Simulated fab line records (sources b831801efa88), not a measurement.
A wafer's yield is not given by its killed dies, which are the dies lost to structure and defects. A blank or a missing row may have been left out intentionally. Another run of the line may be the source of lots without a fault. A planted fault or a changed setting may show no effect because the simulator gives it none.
fab line records + flow sky130
record:
- lots: 5
- wafers: 15
- lastDay: 50
route steps=708 shown LDD_LDN@295 SPACER@304 POLY_CUT@307
lots with no fault: from the same line, run without faults
startH: hours from the record's opening day to when the first of the lot's shown wafers began + waitH: hours since the lot's step before + " the same as in the row above + L1.1+2: a row that stands for several wafers + - value missing, or start not given + * or withheld: withheld + < > ~ a bound
route shown NAME@n: a module of which the file shows steps, and the number in the route of the first + usual: average and standard deviation across the fault-free wafers + same: alike in all rows + chamber/n: place in a boat + sites: readings site by site + _std_site: standard deviation of those values + _edge_site: outer sites' mean less inner sites' + radiusMm: for every site, how far away it sits from the centre of the wafer + mask NAME#n: copy n + behind: the last tool/chamber to shape the wafer + hold: why the lot went on hold/how many hours it stayed there/how the hold came to an end + device: whichever transistor did not switch (one of n, p or np) + end of line: tests of these same wafers at the route's end + where a step has no rows: the recipe by itself + killed: the dies lost at the first sort to structure and to defects; this is not the yield of the wafer + map: the dies of a wafer, with x for killed, . for not killed, _ for no die there
set.NAME: setting as actually run; set.NAME@STEP: the setting as run at that earlier step + model.NAME: the simulator's own value behind a step, which no gauge read
lots at selected steps of the route; one table per step, one row per wafer
services: when a tool's chamber went out of use (startH, in hours from the record's first day, below 0 if earlier), for how many hours, and the reason
== steps ==
step: SKY_LDD_LDN_DEVELOP_06
recipe:
- resist: NOVOLAK
- developer: TMAH
- developTimeS: 60
- devTempC: 23
| lot.wafer  | tool          | chamber | startH | waitH |
|------------|---------------|---------|--------|-------|
| L076.2+3+6 | lithoTrack-03 | 0       | 540.35 | 0.1   |
| L080.1+2+5 | lithoTrack-04 | 0       | 581.19 | 0.1   |
| L081.1+4+5 | lithoTrack-04 | 0       | 592.44 | 0.1   |
| L094.1+2+3 | lithoTrack-04 | 0       | 698.74 | 0.1   |
| L096.2+3+4 | lithoTrack-04 | 0       | 710.97 | 0.1   |
step: SKY_LDD_LDN_OVL_MEAS_07
usual:
- LDD_LDN_OVL: 0.3/1.6
| lot.wafer | tool       | chamber | startH | waitH | LDD_LDN_OVL[nm] |
|-----------|------------|---------|--------|-------|-----------------|
| L076.2    | overlay-01 | -       | 540.48 | 0.1   | -0.3            |
| L076.3    | "          | -       | "      | "     | -1.5            |
| L076.6    | "          | -       | "      | "     | 1.0             |
| L080.1    | overlay-01 | -       | 581.34 | 0.1   | -2.1            |
| L080.2    | "          | -       | "      | "     | -1.8            |
| L080.5    | "          | -       | "      | "     | -0.9            |
| L081.1    | overlay-01 | -       | 592.63 | 0.2   | -1.4            |
| L081.4    | "          | -       | "      | "     | -0.8            |
| L081.5    | "          | -       | "      | "     | -1.0            |
| L094.1    | overlay-01 | -       | 698.89 | 0.1   | -0.7            |
| L094.2    | "          | -       | "      | "     | -2.2            |
| L094.3    | "          | -       | "      | "     | -0.9            |
| L096.2    | overlay-02 | -       | 711.10 | 0.1   | 1.3             |
| L096.3    | "          | -       | "      | "     | 0.8             |
| L096.4    | "          | -       | "      | "     | 2.2             |
step: SKY_LDD_LDN_IMPLANT_08
recipe:
- species: As
- energyKev: 15
- doseCm2: 1.25e+13
- tiltDeg: withheld
- rotationDeg: 23
| lot.wafer  | tool         | chamber | startH | waitH |
|------------|--------------|---------|--------|-------|
| L076.2+3+6 | implanter-01 | 0       | 540.53 | 0.0   |
| L080.1+2+5 | implanter-01 | 0       | 581.38 | 0.0   |
| L081.1+4+5 | implanter-01 | 0       | 592.67 | 0.0   |
| L094.1+2+3 | implanter-03 | 0       | 698.93 | 0.0   |
| L096.2+3+4 | implanter-02 | 0       | 711.16 | 0.0   |
step: SKY_LDD_LDN_IMPLANT_09
recipe:
- species: As
- energyKev: 15
- doseCm2: 1.25e+13
- tiltDeg: withheld
- rotationDeg: 113
| lot.wafer  | tool         | chamber | startH | waitH |
|------------|--------------|---------|--------|-------|
| L076.2+3+6 | implanter-01 | 0       | 540.68 | 0.1   |
| L080.1+2+5 | implanter-01 | 0       | 581.53 | 0.1   |
| L081.1+4+5 | implanter-01 | 0       | 592.82 | 0.1   |
| L094.1+2+3 | implanter-03 | 0       | 699.08 | 0.1   |
| L096.2+3+4 | implanter-02 | 0       | 711.31 | 0.1   |
step: SKY_LDD_LDN_IMPLANT_10
recipe:
- species: As
- energyKev: 15
- doseCm2: 1.25e+13
- tiltDeg: withheld
- rotationDeg: 203
| lot.wafer  | tool         | chamber | startH | waitH |
|------------|--------------|---------|--------|-------|
| L076.2+3+6 | implanter-01 | 0       | 540.83 | 0.1   |
| L080.1+2+5 | implanter-01 | 0       | 581.68 | 0.1   |
| L081.1+4+5 | implanter-01 | 0       | 592.97 | 0.1   |
| L094.1+2+3 | implanter-03 | 0       | 699.23 | 0.1   |
| L096.2+3+4 | implanter-02 | 0       | 711.46 | 0.1   |
step: SKY_LDD_LDN_IMPLANT_11
recipe:
- species: As
- energyKev: 15
- doseCm2: 1.25e+13
- tiltDeg: withheld
- rotationDeg: 293
| lot.wafer  | tool         | chamber | startH | waitH |
|------------|--------------|---------|--------|-------|
| L076.2+3+6 | implanter-01 | 0       | 540.98 | 0.1   |
| L080.1+2+5 | implanter-01 | 0       | 581.83 | 0.1   |
| L081.1+4+5 | implanter-01 | 0       | 593.12 | 0.1   |
| L094.1+2+3 | implanter-03 | 0       | 699.38 | 0.1   |
| L096.2+3+4 | implanter-02 | 0       | 711.61 | 0.1   |
step: SKY_LDD_LDN_STRIP_12
recipe:
- chemistry: O2/N2
- powerW: 1400
- pressureMtorr: 1500
- platenTempC: withheld
- o2FlowSccm: 3000
- n2FlowSccm: 300
- overashFraction: 0.5
usual:
- drypumpMotorCurrentA: 5.75/0.2
- o2FlowSccm: 3000/9.5
- oesProductAu: 0.716/0.0045
- stripTimeToEndpointS: 14.19/0.04
| lot.wafer | tool           | chamber | startH | waitH | drypumpMotorCurrentA | o2FlowSccm | oesProductAu | rfHoursCounterH | stripTimeToEndpointS |
|-----------|----------------|---------|--------|-------|----------------------|------------|--------------|-----------------|----------------------|
| L076.2    | plasmaAsher-01 | 1       | 541.11 | 0.1   | 5.59                 | 3002       | 0.718        | 69              | 14.23                |
| L076.3    | "              | 0       | "      | "     | 6.10                 | 3001       | 0.717        | -               | 14.23                |
| L076.6    | "              | 1       | "      | "     | 5.59                 | 2990       | 0.717        | -               | 14.17                |
| L080.1    | plasmaAsher-02 | 0       | 581.98 | 0.1   | 5.66                 | 2996       | 0.718        | 94              | 14.24                |
| L080.2    | "              | 1       | "      | "     | 5.52                 | 3000       | 0.713        | 94              | 14.26                |
| L080.5    | "              | 1       | "      | "     | 5.53                 | 3006       | 0.716        | -               | 14.24                |
| L081.1    | plasmaAsher-01 | 1       | 593.27 | 0.1   | 5.60                 | 3005       | 0.726        | 75              | 14.26                |
| L081.4    | "              | 1       | "      | "     | 5.59                 | 2997       | 0.709        | -               | 14.25                |
| L081.5    | "              | 0       | "      | "     | 6.10                 | 2991       | 0.717        | -               | 14.27                |
| L094.1    | plasmaAsher-01 | 0       | 699.53 | 0.1   | 6.09                 | 3002       | 0.710        | 86              | 14.18                |
| L094.2    | "              | 1       | "      | "     | 5.56                 | 2992       | 0.721        | 86              | 14.17                |
| L094.3    | "              | 0       | "      | "     | 6.09                 | 3011       | 0.712        | -               | 14.15                |
| L096.2    | plasmaAsher-01 | 0       | 711.73 | 0.1   | 6.08                 | 3004       | 0.711        | 87              | 14.14                |
| L096.3    | "              | 1       | "      | "     | 5.59                 | 2998       | 0.718        | -               | 14.13                |
| L096.4    | "              | 0       | "      | "     | 6.09                 | 3009       | 0.718        | -               | 14.09                |
step: SKY_LDD_LDN_TW_MEAS_13
usual:
- LDD_LDN_TW: 1486/10
| lot.wafer | tool         | chamber | startH | waitH | LDD_LDN_TW |
|-----------|--------------|---------|--------|-------|------------|
| L076.2    | filmMetro-04 | -       | 541.22 | 0.1   | 1475       |
| L076.3    | "            | -       | "      | "     | 1493       |
| L076.6    | "            | -       | "      | "     | 1480       |
| L080.1    | filmMetro-04 | -       | 582.08 | 0.1   | 1484       |
| L080.2    | "            | -       | "      | "     | 1480       |
| L080.5    | "            | -       | "      | "     | 1483       |
| L081.1    | filmMetro-02 | -       | 593.37 | 0.1   | 1466       |
| L081.4    | "            | -       | "      | "     | 1469       |
| L081.5    | "            | -       | "      | "     | 1462       |
| L094.1    | filmMetro-01 | -       | 699.63 | 0.1   | 1496       |
| L094.2    | "            | -       | "      | "     | 1497       |
| L094.3    | "            | -       | "      | "     | 1492       |
| L096.2    | filmMetro-01 | -       | 711.84 | 0.1   | 1497       |
| L096.3    | "            | -       | "      | "     | 1494       |
| L096.4    | "            | -       | "      | "     | 1495       |
step: SKY_LDD_LDN_CLEAN_14
recipe:
- chemistry: SC1/SC2
- mix: 1:4:20
- tempC: 70
- timeS: 150
- dry: n2Spin
usual:
- tempC: 70.03/0.13
| lot.wafer | tool        | chamber | startH | waitH | tempC |
|-----------|-------------|---------|--------|-------|-------|
| L076.2    | wetBench-03 | 3       | 541.27 | 0.0   | 70.22 |
| L076.3    | "           | 3       | "      | "     | 69.99 |
| L076.6    | "           | 3       | "      | "     | 70.14 |
| L080.1    | wetBench-04 | 3       | 582.14 | 0.1   | 69.86 |
| L080.2    | "           | 3       | "      | "     | 69.74 |
| L080.5    | "           | 3       | "      | "     | 69.86 |
| L081.1    | wetBench-02 | 2       | 593.43 | 0.1   | 69.91 |
| L081.4    | "           | 2       | "      | "     | 70.08 |
| L081.5    | "           | 2       | "      | "     | 70.01 |
| L094.1    | wetBench-04 | 3       | 699.69 | 0.1   | 70.00 |
| L094.2    | "           | 3       | "      | "     | 69.96 |
| L094.3    | "           | 3       | "      | "     | 69.97 |
| L096.2    | wetBench-04 | 0       | 711.89 | 0.0   | 69.84 |
| L096.3    | "           | 0       | "      | "     | 69.84 |
| L096.4    | "           | 0       | "      | "     | 69.86 |
step: SKY_SPACER_CVD_00
recipe:
- material: Si3N4
- precursor: DCS/NH3
- targetThkNm: 43.1
- tempC: 770
- timeS: 740
- pressureMtorr: 250
usual:
- susceptorTempC: 770.0/0.32
| lot.wafer | tool     | chamber | startH | waitH | susceptorTempC |
|-----------|----------|---------|--------|-------|----------------|
| L076.2    | lpcvd-02 | 0       | 541.32 | 0.0   | 769.7          |
| L076.3    | "        | 0       | "      | "     | 770.0          |
| L076.6    | "        | 0       | "      | "     | 770.0          |
| L080.1    | lpcvd-02 | 1       | 582.87 | 0.7   | 769.6          |
| L080.2    | "        | 1       | "      | "     | 769.8          |
| L080.5    | "        | 1       | "      | "     | 769.7          |
| L081.1    | lpcvd-02 | 1       | 593.48 | 0.0   | 770.4          |
| L081.4    | "        | 1       | "      | "     | 770.2          |
| L081.5    | "        | 1       | "      | "     | 769.9          |
| L094.1    | lpcvd-02 | 1       | 699.75 | 0.0   | 770.0          |
| L094.2    | "        | 1       | "      | "     | 770.6          |
| L094.3    | "        | 1       | "      | "     | 769.7          |
| L096.2    | lpcvd-02 | 1       | 711.94 | 0.0   | 770.0          |
| L096.3    | "        | 1       | "      | "     | 770.2          |
| L096.4    | "        | 1       | "      | "     | 770.1          |
step: SKY_SPACER_THK_MEAS_01
recipe:
- reads: Si3N4_of_SPACER_CVD_00
usual:
- SPACER_CVD_00_THK: 42.9/0.41
| lot.wafer | tool         | chamber | startH | waitH | SPACER_CVD_00_THK[nm] |
|-----------|--------------|---------|--------|-------|-----------------------|
| L076.2    | filmMetro-02 | -       | 542.54 | 0.0   | 42.6                  |
| L076.3    | "            | -       | "      | "     | 42.8                  |
| L076.6    | "            | -       | "      | "     | 42.7                  |
| L080.1    | filmMetro-03 | -       | 584.08 | 0.0   | 42.9                  |
| L080.2    | "            | -       | "      | "     | 42.8                  |
| L080.5    | "            | -       | "      | "     | 42.7                  |
| L081.1    | filmMetro-02 | -       | 594.69 | 0.0   | 43.1                  |
| L081.4    | "            | -       | "      | "     | 43.4                  |
| L081.5    | "            | -       | "      | "     | 43.0                  |
| L094.1    | filmMetro-03 | -       | 702.46 | 0.0   | 43.1                  |
| L094.2    | "            | -       | "      | "     | 42.9                  |
| L094.3    | "            | -       | "      | "     | 43.0                  |
| L096.2    | filmMetro-03 | -       | 713.16 | 0.0   | 43.0                  |
| L096.3    | "            | -       | "      | "     | 43.1                  |
| L096.4    | "            | -       | "      | "     | 42.9                  |
step: SKY_SPACER_ETCHBACK_02
recipe:
- chemistry: CH3F/O2
- target: Si3N4
- stopOn: SiO2
- sourceW: 400
- biasW: 80
- pressureMtorr: 25
- ch3fFlowSccm: 40
- O2_flow_sccm: 30
- timeS: 46.7
- targetDepthA: 450
usual:
- drypumpMotorCurrentA: 5.6/0.52
- oesProductAu: 0.853/0.0064
- rfFwdPowerW: 396.2/1.5
- throttleValvePct: 10.562/0.009
| lot.wafer | tool       | chamber | startH | waitH | drypumpMotorCurrentA | oesProductAu | rfFwdPowerW | rfHoursCounterH | throttleValvePct |
|-----------|------------|---------|--------|-------|----------------------|--------------|-------------|-----------------|------------------|
| L076.2    | rieDiel-01 | 1       | 542.59 | 0.0   | 4.9                  | 0.849        | 395.9       | 36              | 10.554           |
| L076.3    | "          | 3       | "      | "     | 5.7                  | 0.855        | 397.0       | 5               | 10.567           |
| L076.6    | "          | 2       | "      | "     | 5.8                  | 0.847        | 397.3       | -               | 10.565           |
| L080.1    | rieDiel-01 | 0       | 584.14 | 0.1   | 5.9                  | 0.860        | 394.6       | 11              | 10.564           |
| L080.2    | "          | 1       | "      | "     | 4.9                  | 0.851        | 396.4       | 37              | 10.570           |
| L080.5    | "          | 3       | "      | "     | 5.7                  | 0.849        | 395.3       | -               | 10.567           |
| L081.1    | rieDiel-01 | 0       | 594.75 | 0.1   | 5.8                  | 0.856        | 396.4       | 12              | 10.554           |
| L081.4    | "          | 0       | "      | "     | 5.9                  | 0.858        | 396.2       | -               | 10.563           |
| L081.5    | "          | 3       | "      | "     | 5.7                  | 0.859        | 396.4       | -               | 10.541           |
| L094.1    | rieDiel-03 | 1       | 702.52 | 0.1   | 6.7                  | 0.865        | 396.3       | 4               | 10.564           |
| L094.2    | "          | 3       | "      | "     | 4.8                  | 0.852        | 398.0       | 18              | 10.543           |
| L094.3    | "          | 0       | "      | "     | 5.6                  | 0.863        | 394.8       | 11              | 10.574           |
| L096.2    | rieDiel-01 | 3       | 713.21 | 0.0   | 5.7                  | 0.855        | 397.6       | 9               | 10.545           |
| L096.3    | "          | 0       | "      | "     | 5.8                  | 0.858        | 395.6       | 15              | 10.571           |
| L096.4    | "          | 2       | "      | "     | 5.8                  | 0.852        | 398.1       | 3               | 10.559           |
step: SKY_POLY_CUT_DEHYDRATE_00
recipe:
- tempC: 200
- timeS: 60
| lot.wafer  | tool          | chamber | startH | waitH |
|------------|---------------|---------|--------|-------|
| L076.2+3+6 | lithoTrack-04 | 0       | 556.47 | 13.9  |
| L080.1+2+5 | lithoTrack-01 | 0       | 598.41 | 14.3  |
| L081.1+4+5 | lithoTrack-04 | 0       | 608.99 | 14.2  |
| L094.1+2+3 | lithoTrack-02 | 0       | 714.77 | 12.2  |
| L096.2+3+4 | lithoTrack-02 | 0       | 727.00 | 13.8  |
step: SKY_POLY_CUT_HMDS_01
recipe:
- primeTimeS: 60
- primeTempC: 120
| lot.wafer  | tool          | chamber | startH | waitH |
|------------|---------------|---------|--------|-------|
| L076.2+3+6 | lithoTrack-04 | 0       | 556.62 | 0.1   |
| L080.1+2+5 | lithoTrack-01 | 0       | 598.56 | 0.1   |
| L081.1+4+5 | lithoTrack-04 | 0       | 609.14 | 0.1   |
| L094.1+2+3 | lithoTrack-02 | 0       | 714.92 | 0.1   |
| L096.2+3+4 | lithoTrack-02 | 0       | 727.15 | 0.1   |
step: SKY_POLY_CUT_COAT_02
recipe:
- resist: BARC
- tempC: withheld
- timeS: withheld
- spinRpm: 3000
- resistThkNm: 60
| lot.wafer  | tool          | chamber | startH | waitH |
|------------|---------------|---------|--------|-------|
| L076.2+3+6 | lithoTrack-04 | 0       | 556.77 | 0.1   |
| L080.1+2+5 | lithoTrack-01 | 0       | 598.71 | 0.1   |
| L081.1+4+5 | lithoTrack-04 | 0       | 609.29 | 0.1   |
| L094.1+2+3 | lithoTrack-02 | 0       | 715.07 | 0.1   |
| L096.2+3+4 | lithoTrack-02 | 0       | 727.30 | 0.1   |
step: SKY_POLY_CUT_COAT_03
recipe:
- resist: KrF-thick
- spinRpm: 3000
- resistThkNm: 450
| lot.wafer  | tool          | chamber | startH | waitH |
|------------|---------------|---------|--------|-------|
| L076.2+3+6 | lithoTrack-04 | 0       | -      | -     |
| L080.1+2+5 | lithoTrack-01 | 0       | -      | -     |
| L081.1+4+5 | lithoTrack-04 | 0       | -      | -     |
| L094.1+2+3 | lithoTrack-02 | 0       | -      | -     |
| L096.2+3+4 | lithoTrack-02 | 0       | -      | -     |
step: SKY_POLY_CUT_SOFTBAKE_04
recipe:
- tempC: 100
- timeS: 90
- resist: KrF-thick
| lot.wafer  | tool          | chamber | startH | waitH |
|------------|---------------|---------|--------|-------|
| L076.2+3+6 | lithoTrack-04 | 0       | -      | -     |
| L080.1+2+5 | lithoTrack-01 | 0       | -      | -     |
| L081.1+4+5 | lithoTrack-04 | 0       | -      | -     |
| L094.1+2+3 | lithoTrack-02 | 0       | -      | -     |
| L096.2+3+4 | lithoTrack-02 | 0       | -      | -     |
step: SKY_POLY_CUT_EXPOSE_05
recipe:
- maskId: NPCM
- na: 0.8
- sourceShape: annular
- sigmaInner: 0.55
- sigmaOuter: 0.85
- targetCdNm: 270
- doseMj: 32
| lot.wafer  | tool          | chamber | startH | waitH | mask   |
|------------|---------------|---------|--------|-------|--------|
| L076.2+3+6 | krfScanner-02 | 0       | -      | -     | NPCM#0 |
| L080.1+2+5 | krfScanner-02 | 0       | -      | -     | NPCM#0 |
| L081.1+4+5 | krfScanner-02 | 0       | -      | -     | NPCM#0 |
| L094.1+2+3 | krfScanner-02 | 0       | -      | -     | NPCM#0 |
| L096.2+3+4 | krfScanner-02 | 0       | -      | -     | NPCM#0 |
step: SKY_POLY_CUT_PEB_06
recipe:
- pebTempC: withheld
- pebTimeS: withheld
- resist: KrF-thick
| lot.wafer  | tool          | chamber | startH | waitH |
|------------|---------------|---------|--------|-------|
| L076.2+3+6 | lithoTrack-01 | 0       | -      | -     |
| L080.1+2+5 | lithoTrack-02 | 0       | -      | -     |
| L081.1+4+5 | lithoTrack-04 | 0       | -      | -     |
| L094.1+2+3 | lithoTrack-01 | 0       | -      | -     |
| L096.2+3+4 | lithoTrack-04 | 0       | -      | -     |
step: SKY_POLY_CUT_DEVELOP_07
recipe:
- developTimeS: 60
- resist: KrF-thick
- devTempC: 21
| lot.wafer  | tool          | chamber | startH | waitH |
|------------|---------------|---------|--------|-------|
| L076.2+3+6 | lithoTrack-01 | 0       | -      | -     |
| L080.1+2+5 | lithoTrack-02 | 0       | -      | -     |
| L081.1+4+5 | lithoTrack-04 | 0       | -      | -     |
| L094.1+2+3 | lithoTrack-01 | 0       | -      | -     |
| L096.2+3+4 | lithoTrack-04 | 0       | -      | -     |
== services ==
| tool           | chamber | startH | hours | kind   |
|----------------|---------|--------|-------|--------|
| plasmaAsher-01 | -       | 520.33 | 11.1  | repair |
| implanter-02   | -       | 522.78 | 4.6   | pm     |
| krfScanner-02  | -       | 532.24 | 1.3   | pm     |
| krfScanner-02  | -       | 541.14 | 4.0   | pm     |
| rieDiel-01     | 0       | 545.92 | 15.7  | repair |
| lpcvd-02       | -       | 546.89 | 2.8   | pm     |
| implanter-02   | -       | 552.70 | 15.2  | pm     |
| implanter-03   | -       | 562.10 | 27.6  | pm     |
| krfScanner-02  | -       | 591.84 | 0.8   | pm     |
| rieDiel-01     | 1       | 594.20 | 1.3   | repair |
| implanter-03   | -       | 606.05 | 0.9   | repair |
| implanter-01   | -       | 608.54 | 4.9   | repair |
| rieDiel-01     | 3       | 616.17 | 1.9   | repair |
| implanter-03   | -       | 633.79 | 2.5   | repair |
| rieDiel-03     | 1       | 654.45 | 24.7  | repair |
| rieDiel-03     | 3       | 660.09 | 6.6   | repair |
| plasmaAsher-02 | -       | 665.20 | 16.8  | repair |
| krfScanner-02  | -       | 676.80 | 1.0   | pm     |
| rieDiel-01     | 3       | 687.91 | 8.4   | repair |
| rieDiel-03     | 3       | 689.28 | 3.3   | repair |
| krfScanner-02  | -       | 708.14 | 1.3   | pm     |
| lpcvd-02       | -       | 729.09 | 1.3   | repair |
| wetBench-02    | -       | 731.56 | 8.1   | repair |
| plasmaAsher-01 | -       | 732.18 | 2.8   | pm     |
== key ==
fault none
